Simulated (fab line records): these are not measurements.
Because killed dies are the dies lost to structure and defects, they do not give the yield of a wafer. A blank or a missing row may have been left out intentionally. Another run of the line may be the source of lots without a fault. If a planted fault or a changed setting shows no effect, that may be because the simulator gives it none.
Which tool is to blame? ; flow gf180mcu ; 13 lots with 39 wafers sampled at 4 steps, on a route of 602 steps

## WHAT THE GAUGES READ, wafer by wafer
GF_STI_CD_MEAS_12 targets a cd of 220 nm. Usual: cd_nm at 219.9 nm, with a standard deviation of 1.2.
lot;measured;on;cd_nm (nm);flag
L534;day 2 06:41;cd_sem-01;220.2 219.0 219.1;
L535;day 2 11:51;cd_sem-02;220.3 220.5 220.3;
L536;day 2 17:08;cd_sem-01;220.1 220.0 219.9;
L544;day 4 09:59;cd_sem-01;218.2 217.8 217.6;
L545;day 4 16:19;cd_sem-02;221.3 222.0 221.6;
L547;day 5 02:26;cd_sem-01;218.7 219.1 219.1;
L548;day 5 07:05;cd_sem-02;219.5 218.5 218.7;
L551;day 5 22:36;cd_sem-01;219.2 219.0 220.0;
L552;day 6 03:39;cd_sem-01;219.9 220.1 220.6;
L553;day 6 08:03;cd_sem-02;220.9 220.2 220.4;
L554;day 6 12:53;cd_sem-02;218.9 220.5 220.1;
L555;day 6 18:14;cd_sem-01;217.9 216.9 217.5;
L556;day 7 00:08;cd_sem-01;221.2 220.2 220.3;

GF_DNWELL_TW_MEAS_09. Usual: for DNWELL_TW the level is 1345 and the standard deviation is 12.
lot;measured;on;DNWELL_TW;flag
L534;day 3 00:17;film_metro-04;1354 1354 1347;
L535;day 3 04:34;film_metro-02;1333 1336 1335;
L536;day 3 10:44;film_metro-02;1339 1343 1346;
L544;day 5 05:22;film_metro-02;1330 1323 1323;
L545;day 5 11:11;film_metro-04;1341 1336 1346;
L547;day 5 22:02;film_metro-03;1363 1363 1362;
L548;day 6 03:07;film_metro-02;1329 1333 1337;
L551;day 6 18:50;film_metro-02;1341 1335 1338;
L552;day 7 00:02;film_metro-02;1348 1356 1346;
L553;day 7 04:40;film_metro-03;1376 1368 1372;
L554;day 7 09:19;film_metro-02;1335 1334 1343;
L555;day 7 14:16;film_metro-04;1333 1327 1334;
L556;day 7 20:50;film_metro-02;1334 1329 1332;

GF_MVSD_TW_MEAS_11. Usual: for MVSD_TW the level is 1582 and the standard deviation is 12.
lot;measured;on;MVSD_TW;flag
L534;day 4 16:01;film_metro-03;1592 1577 1575;
L535;day 4 21:40;film_metro-04;1582 1577 1581;
L536;day 5 03:31;film_metro-04;1576 1564 1571;
L544;day 7 03:22;film_metro-03;1593 1587 1589;
L545;day 7 08:53;film_metro-03;1586 1597 1585;
L547;day 7 20:23;film_metro-01;1590 1588 1588;
L548;day 8 01:31;film_metro-04;1565 1569 1571;
L551;day 8 19:40;film_metro-04;1573 1572 1564;
L552;day 9 01:04;film_metro-01;1583 1597 1596;
L553;day 9 08:07;film_metro-04;1568 1570 1573;
L554;day 9 10:40;film_metro-04;1569 1562 1568;
L555;day 9 17:43;film_metro-01;1595 1589 1590;
L556;day 10 01:46;film_metro-01;1595 1583 1593;

## TOOL THAT RAN EACH LOT (tool first, then ch and the chambers of the sampled wafers, then the start)
lot;GF_MVSD_EXPOSE_04
L534;iline_stepper-02 ch 0, day 4 08:59
L535;iline_stepper-01 ch 0, day 4 14:28
L536;iline_stepper-01 ch 0, day 4 20:29
L544;iline_stepper-01 ch 0, day 6 19:14
L545;iline_stepper-01 ch 0, day 7 00:48
L547;iline_stepper-01 ch 0, day 7 12:28
L548;iline_stepper-02 ch 0, day 7 17:22
L551;iline_stepper-01 ch 0, day 8 11:08
L552;iline_stepper-01 ch 0, day 8 16:46
L553;iline_stepper-02 ch 0, day 8 23:37
L554;iline_stepper-02 ch 0, day 9 01:37
L555;iline_stepper-01 ch 0, day 9 08:23
L556;iline_stepper-02 ch 0, day 9 16:25
- GF_MVSD_EXPOSE_04: exposes mask MVSD, target cd 1000 nm.

## AS READ BY THE TOOLS THEMSELVES (means over the sampled wafers that have a number; for cases with no such wafer, the mark the record gives instead)
The record holds no such reading with a usual standard deviation.

## THE ANSWER, worked out from the rows above alone
Rule: take the mean of a lot's wafers that have a number; if it is more than 3 standard deviations from the usual mean, the lot is off. Also off: a lot with no number at a reading for which 4 or more lots have one. Any other lot the step has rows for is counted as sound. First the gauges in route order, then the tools' own readings, where a lot's mean is used as printed above. At the first step where some lot is off, the reading lying furthest off is the one used; lots without a number count as furthest.
Across all readings shown, no lot is off: no conclusion can be drawn from this.

## WHAT THE SIMULATOR PUT IN
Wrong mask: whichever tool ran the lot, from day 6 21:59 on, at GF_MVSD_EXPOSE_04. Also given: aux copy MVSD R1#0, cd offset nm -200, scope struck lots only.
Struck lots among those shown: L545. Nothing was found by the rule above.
